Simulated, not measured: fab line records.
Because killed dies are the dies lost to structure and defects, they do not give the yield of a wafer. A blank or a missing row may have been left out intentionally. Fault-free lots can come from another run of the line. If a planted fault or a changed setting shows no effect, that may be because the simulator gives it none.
8D (eight disciplines) problem report, filled in by code -- flow sky130 -- the parts of the form that need people (team, actions taken, sign-off) are left out

== 1. PROBLEM STATEMENT ==
Wafers without a fault read 9.9997, standard deviation 0.003; beam-energy-keV at SKY_GATE_OXIDE_IMPLANT_11 reads a mean of 10.8682 on 6 wafers belonging to 2 lots. That is +99 or more standard deviations from the usual mean.
Seen first at day 15 16:28 on implanter-01, wafer L776.2. Wafers with a number at this step in the record: 18, from 6 lots. By rule, "out" or "out of limits" means more than 4 standard deviations away from the usual mean. The rest of the wafers with a number are treated as sound.

== 2. WHAT THIS IS AND IS NOT ==
question,is,is not
which readings at this step,beam-energy-keV,-
which lots,"L776, L778","L773, L774, L786, L788"
which wafers of those lots,all that have a number,-
read on which tools,implanter-01,implanter-03
when,from day 15 16:28,"up to then (6 sound wafers); but 6 sound wafers of L786, L788 came after"

== 3. WHAT RULES OUT EACH SUSPECT ==
Counting: a tool stays on the suspect list if, at a process step up to the reading, it processed all lots that are out and no sound lot following the first of them.
- implanter-01 at SKY_GATE_OXIDE_IMPLANT_11: ruled out as a lasting fault. Following L776 (day 15 16:28), the first lot on it that is out, the sound lots L786 were run on it.
Left after counting: nothing in the record.

== 4. THE CAUSE (what the simulator had put in) ==
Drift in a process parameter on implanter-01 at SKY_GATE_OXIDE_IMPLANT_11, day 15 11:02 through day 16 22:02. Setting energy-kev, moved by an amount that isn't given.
Counting ruled it out, wrongly.

== 5. SEQUENCE OF EFFECTS, ordered by route ==
Each row: a reading whose mean over the struck wafers that have a number lies more than 3 standard deviations from the usual. Scope: only readings with a usual standard deviation given in the record; hours: median across lots of the time from each lot's start at the first step in this table that gives one to its start at this step; sigmas: change in usual standard deviations.
hours,step,reading,usual,on struck wafers,change,sigmas
0,SKY_GATE_OXIDE_IMPLANT_11,beam-energy-keV,9.9997,10.8682,+0.8685,+99 or more
Here are the process steps it includes:
- SKY_GATE_OXIDE_IMPLANT_11

== 6. WHAT WOULD HAVE CAUGHT IT SOONER ==
First out-of-limits reading in this record: day 15 16:28, which is 5 hours after fault onset at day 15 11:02.
